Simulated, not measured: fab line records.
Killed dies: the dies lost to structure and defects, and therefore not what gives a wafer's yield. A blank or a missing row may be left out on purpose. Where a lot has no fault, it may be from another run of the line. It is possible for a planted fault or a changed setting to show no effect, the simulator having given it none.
A struck lot beside a sound one | flow sky130 | 14 steps out of a route of 708
Sound: wafers L880.2, L880.3, L880.6. Wafers L892.3, L892.5, L892.6 were the ones struck. Last of all comes the cause.
For every step that has rows: the tool of each side, followed by ch and its chambers, followed by its first start. Under that, the readings that differ: sound wafers | struck wafers | difference of the means | sigmas: that difference in standard deviations of wafers without a fault.
alike: a reading whose means differ by less than 2 such deviations, as well as words and numbers matching on both sides. not compared: withheld readings; readings where some wafer has no value; bounds like >300 that might hide an equal value; numbers whose values overlap and for which the record gives no deviation.
The two part at a step that has a row with sigmas, a row that says differs or no value, or rows on one side only. Numbers that don't overlap but have no deviation are shown without sigmas and don't part them. Lack of a reading on every wafer of one side parts them only where that side has two or more wafers.

first, 2 steps without rows for these wafers: SKY_SD_P_PEB_05; SKY_SD_P_DEVELOP_06 (develop time 60 s).
SKY_SD_P_CD_MEAS_07 targets a cd of 380 nm.
  sound on cd-sem-01, day 26 21:07; struck on cd-sem-02, day 31 12:56
  alike: cd-nm
SKY_SD_P_OVL_MEAS_08:
  sound on overlay-01, day 26 21:13; struck on overlay-02, day 31 13:01
  alike: SD_P_OVL
next, for these wafers, 1 step has no rows: SKY_SD_P_IMPLANT_09.
SKY_SD_P_STRIP_10: strips in O2/N2.
  sound on plasma-asher-04 ch 0,1, day 26 21:23; struck on plasma-asher-03 ch 0,1, day 31 13:14
  alike: drypump-motor-current-A, oes-product-au, strip-time-to-endpoint-s
  not compared: rf-hours-counter-h
SKY_SD_P_TW_MEAS_11:
  sound on film-metro-02, day 26 21:30; struck on film-metro-04, day 31 13:19
  alike: SD_P_TW
then, 5 steps without rows for these wafers: SKY_RES_XHIGH_DEHYDRATE_00 (time 60 s); SKY_RES_XHIGH_HMDS_01 (prime time 60 s); SKY_RES_XHIGH_COAT_02 (resist thk 1140 nm); SKY_RES_XHIGH_SOFTBAKE_03 (time 60 s); SKY_RES_XHIGH_EXPOSE_04 (exposes mask URPM, target cd 1270 nm).
SKY_RES_XHIGH_PEB_05:
  struck on litho-track-04, day 32 16:14; sound on litho-track-03 ch 0, day 28 01:46
  reading         | sound          | struck | difference                    | sigmas
  exhaust-pa (Pa) | 43.5 45.6 45.1 | - - -  | no value on the struck wafers |
  not compared: chill-plate-temp-C
then, 1 step without rows for these wafers: SKY_RES_XHIGH_DEVELOP_06 (develop time 60 s).

## WHERE THEY PART
Only at SKY_RES_XHIGH_PEB_05, as far as this record shows.

WHY: the cause the simulator had injected
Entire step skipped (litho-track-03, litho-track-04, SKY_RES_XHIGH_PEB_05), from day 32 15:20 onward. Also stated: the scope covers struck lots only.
